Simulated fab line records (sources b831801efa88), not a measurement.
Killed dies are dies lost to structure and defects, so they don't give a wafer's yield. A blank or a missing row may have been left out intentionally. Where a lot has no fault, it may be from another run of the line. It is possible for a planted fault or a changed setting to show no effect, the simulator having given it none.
Which of the tools did it? + flow gf180mcu + 36 wafers from 12 lots sampled at 6 of the route's 602 steps

WHAT EACH GAUGE READ, for each wafer
GF_VT_IMPLANT_TW_MEAS_32.
| lot  | measured     | on            | VT_IMPLANT_3_TW   |
|------|--------------|---------------|-------------------|
| L696 | day 6 19:11  | film_metro-02 | 272.6 274.7 271.2 |
| L701 | day 8 04:26  | film_metro-04 | 273.2 272.1 271.6 |
| L703 | day 8 22:51  | film_metro-04 | 272.4 273.6 272.8 |
| L709 | day 10 09:53 | film_metro-04 | 30.5 30.3 30.4    |
| L710 | day 10 14:57 | film_metro-04 | 30.4 30.4 30.4    |
| L711 | day 10 20:38 | film_metro-04 | 30.2 30.3 30.4    |
| L713 | day 11 11:56 | film_metro-01 | 268.4 268.5 267.6 |
| L715 | day 11 20:34 | film_metro-04 | 272.3 271.7 270.7 |
| L716 | day 12 09:10 | film_metro-01 | 268.9 269.2 269.9 |
| L717 | day 12 14:24 | film_metro-04 | 271.5 269.7 270.4 |
| L718 | day 12 18:23 | film_metro-01 | 270.0 269.2 269.6 |
| L719 | day 13 07:13 | film_metro-02 | 274.8 273.9 273.9 |

GF_V3_THK_MEAS_01.
| lot  | measured     | on            | V3_CVD_00_THK (nm) |
|------|--------------|---------------|--------------------|
| L696 | day 21 02:25 | film_metro-04 | 611 585 601        |
| L701 | day 23 00:32 | film_metro-04 | 606 591 597        |
| L703 | day 24 00:42 | film_metro-04 | 597 587 588        |
| L713 | day 27 06:24 | film_metro-01 | 600 607 591        |
| L715 | day 27 16:16 | film_metro-01 | 592 593 600        |
| L716 | day 28 04:46 | film_metro-01 | 598 597 597        |
| L717 | day 28 12:35 | film_metro-04 | 593 602 606        |
| L718 | day 28 19:56 | film_metro-04 | 595 598 608        |
| L719 | day 28 23:31 | film_metro-01 | 610 604 602        |

GF_V4_THK_MEAS_01.
| lot  | measured     | on            | V4_CVD_00_THK (nm) |
|------|--------------|---------------|--------------------|
| L696 | day 23 03:39 | film_metro-03 | 591 606 593        |
| L701 | day 24 23:41 | film_metro-01 | 599 601 604        |
| L703 | day 25 23:22 | film_metro-03 | 611 604 602        |
| L713 | day 29 01:50 | film_metro-03 | 610 600 603        |
| L715 | day 29 10:31 | film_metro-01 | 605 599 596        |
| L716 | day 29 21:37 | film_metro-03 | 596 591 597        |
| L717 | day 30 06:13 | film_metro-02 | 601 598 600        |
| L718 | day 30 13:11 | film_metro-03 | 602 602 592        |
| L719 | day 30 15:17 | film_metro-01 | 599 598 604        |

GF_V4_OVL_MEAS_15.
| lot  | measured     | on         | V4_OVL (nm) |
|------|--------------|------------|-------------|
| L696 | day 24 02:25 | overlay-02 | 1 6 -2      |
| L701 | day 25 21:49 | overlay-02 | -10 -5 -8   |
| L703 | day 26 21:26 | overlay-02 | 1 -3 3      |
| L713 | day 29 21:19 | overlay-01 | -2 -1 -1    |
| L715 | day 30 05:40 | overlay-01 | 0 -8 -3     |
| L716 | day 30 15:44 | overlay-01 | 3 -3 0      |
| L717 | day 31 00:16 | overlay-01 | -1 0 5      |
| L718 | day 31 08:16 | overlay-01 | -9 -6 -8    |
| L719 | day 31 10:28 | overlay-01 | -1 -3 -9    |

TOOL THAT RAN EACH LOT (tool first, then ch and the chambers of the sampled wafers, then the start)
| lot  | GF_VT_IMPLANT_STRIP_20               | GF_VT_IMPLANT_STRIP_31               |
|------|--------------------------------------|--------------------------------------|
| L696 | plasma_asher-04 ch 0,1, day 6 03:34  | plasma_asher-03 ch 0,1, day 6 19:05  |
| L701 | plasma_asher-03 ch 0,1, day 7 11:49  | plasma_asher-04 ch 0,1, day 8 04:20  |
| L703 | plasma_asher-03 ch 0,1, day 8 06:13  | plasma_asher-02 ch 0,1, day 8 22:46  |
| L709 | plasma_asher-03 ch 0,1, day 9 16:35  | plasma_asher-04 ch 0, day 10 09:47   |
| L710 | plasma_asher-03 ch 0,1, day 9 20:35  | plasma_asher-02 ch 0,1, day 10 14:52 |
| L711 | plasma_asher-04 ch 0,1, day 10 02:11 | plasma_asher-02 ch 1, day 10 20:32   |
| L713 | plasma_asher-04 ch 0,1, day 10 17:23 | plasma_asher-03 ch 0,1, day 11 11:50 |
| L715 | plasma_asher-04 ch 0,1, day 11 02:10 | plasma_asher-04 ch 0,1, day 11 20:28 |
| L716 | plasma_asher-04 ch 0,1, day 11 13:43 | plasma_asher-04 ch 0,1, day 12 09:05 |
| L717 | plasma_asher-04 ch 0,1, day 11 18:41 | plasma_asher-03 ch 0,1, day 12 14:18 |
| L718 | plasma_asher-04 ch 0,1, day 11 22:53 | plasma_asher-04 ch 0,1, day 12 18:17 |
| L719 | plasma_asher-04 ch 0,1, day 12 11:34 | plasma_asher-02 ch 0,1, day 13 07:08 |
- GF_VT_IMPLANT_STRIP_20: strips in O2/N2.
- GF_VT_IMPLANT_STRIP_31: strips in O2/N2.

AS READ BY THE TOOLS THEMSELVES (means over the sampled wafers that have a number; for cases with no such wafer, the mark the record gives instead)
GF_VT_IMPLANT_STRIP_20.
| lot  | tool            | chamber_pressure_mTorr (mTorr) | drypump_motor_current_A (A) | heater_power_w (W) | oes_product_au (a.u.) | strip_time_to_endpoint_s (s) |
|------|-----------------|--------------------------------|-----------------------------|--------------------|-----------------------|------------------------------|
| L696 | plasma_asher-04 | 1500.6                         | 5.3                         | 349                | 0.716                 | 12.67                        |
| L701 | plasma_asher-03 | 1500.0                         | 6.1                         | 347                | 0.716                 | 12.63                        |
| L703 | plasma_asher-03 | 1499.9                         | 6.1                         | 345                | 0.713                 | 12.65                        |
| L709 | plasma_asher-03 | -                              | -                           | -                  | -                     | -                            |
| L710 | plasma_asher-03 | -                              | -                           | -                  | -                     | -                            |
| L711 | plasma_asher-04 | -                              | -                           | -                  | -                     | -                            |
| L713 | plasma_asher-04 | 1500.6                         | 5.2                         | 348                | 0.720                 | 12.60                        |
| L715 | plasma_asher-04 | 1499.5                         | 5.1                         | 367                | 0.716                 | 12.62                        |
| L716 | plasma_asher-04 | 1499.8                         | 5.2                         | 352                | 0.715                 | 12.68                        |
| L717 | plasma_asher-04 | 1499.2                         | 5.1                         | 364                | 0.711                 | 12.59                        |
| L718 | plasma_asher-04 | 1500.1                         | 5.1                         | 364                | 0.713                 | 12.59                        |
| L719 | plasma_asher-04 | 1499.2                         | 5.1                         | 361                | 0.713                 | 12.65                        |

GF_VT_IMPLANT_STRIP_31.
| lot  | tool            | chamber_pressure_mTorr (mTorr) | drypump_motor_current_A (A) | heater_power_w (W) | oes_product_au (a.u.) | strip_time_to_endpoint_s (s) |
|------|-----------------|--------------------------------|-----------------------------|--------------------|-----------------------|------------------------------|
| L696 | plasma_asher-03 | 1498.9                         | 6.1                         | 346                | 0.714                 | 12.64                        |
| L701 | plasma_asher-04 | 1499.4                         | 5.1                         | 359                | 0.718                 | 12.62                        |
| L703 | plasma_asher-02 | 1501.1                         | 5.4                         | 278                | 0.717                 | 12.64                        |
| L709 | plasma_asher-04 | 1498.8                         | 4.9                         | 387                | 0.719                 | 27.59                        |
| L710 | plasma_asher-02 | 1500.2                         | 5.2                         | 293                | 0.722                 | 27.59                        |
| L711 | plasma_asher-02 | 1498.9                         | 5.7                         | 258                | 0.721                 | 27.59                        |
| L713 | plasma_asher-03 | 1500.5                         | 6.1                         | 322                | 0.716                 | 12.63                        |
| L715 | plasma_asher-04 | 1501.3                         | 5.2                         | 351                | 0.716                 | 12.63                        |
| L716 | plasma_asher-04 | 1499.9                         | 5.2                         | 346                | 0.719                 | 12.62                        |
| L717 | plasma_asher-03 | 1500.0                         | 6.1                         | 321                | 0.720                 | 12.60                        |
| L718 | plasma_asher-04 | 1499.6                         | 5.2                         | 351                | 0.717                 | 12.67                        |
| L719 | plasma_asher-02 | 1499.9                         | 5.2                         | 293                | 0.713                 | 12.63                        |

THE ANSWER, worked out from the rows above alone
Rule: the usual values come from the lots themselves. Put in order of their means at a reading, lots are off if they are a third of the lots or fewer, leave a main group of 4 or more, and stand apart from it by a gap of 3 or more times the standard deviation of the main group's means; of several such gaps the widest counts. A main group is skipped when, at the precision printed for the reading in the tables above, its means are all equal. Also off: a lot with no number at a reading for which 4 or more lots have one. All remaining lots with rows at the step are treated as sound. First the gauges in route order, then the tools' own readings, where a lot's mean is used as printed above. At the first step where some lot is off, the reading lying furthest off is the one used; lots without a number count as furthest.
Off: at GF_VT_IMPLANT_TW_MEAS_32 (VT_IMPLANT_3_TW), L709, L710, L711. Main group: mean 271.3, sd 1.9.
If a tool, at a process step before that reading, ran all the lots that are off and no sound lot after the first of them, it fits. Not tried: the gauges at GF_VT_IMPLANT_TW_MEAS_32; whatever is off there is also off at GF_VT_IMPLANT_STRIP_20, on other tools, and gauge error can't account for it. None of those tried fits.

WHAT THE SIMULATOR HAD PUT IN
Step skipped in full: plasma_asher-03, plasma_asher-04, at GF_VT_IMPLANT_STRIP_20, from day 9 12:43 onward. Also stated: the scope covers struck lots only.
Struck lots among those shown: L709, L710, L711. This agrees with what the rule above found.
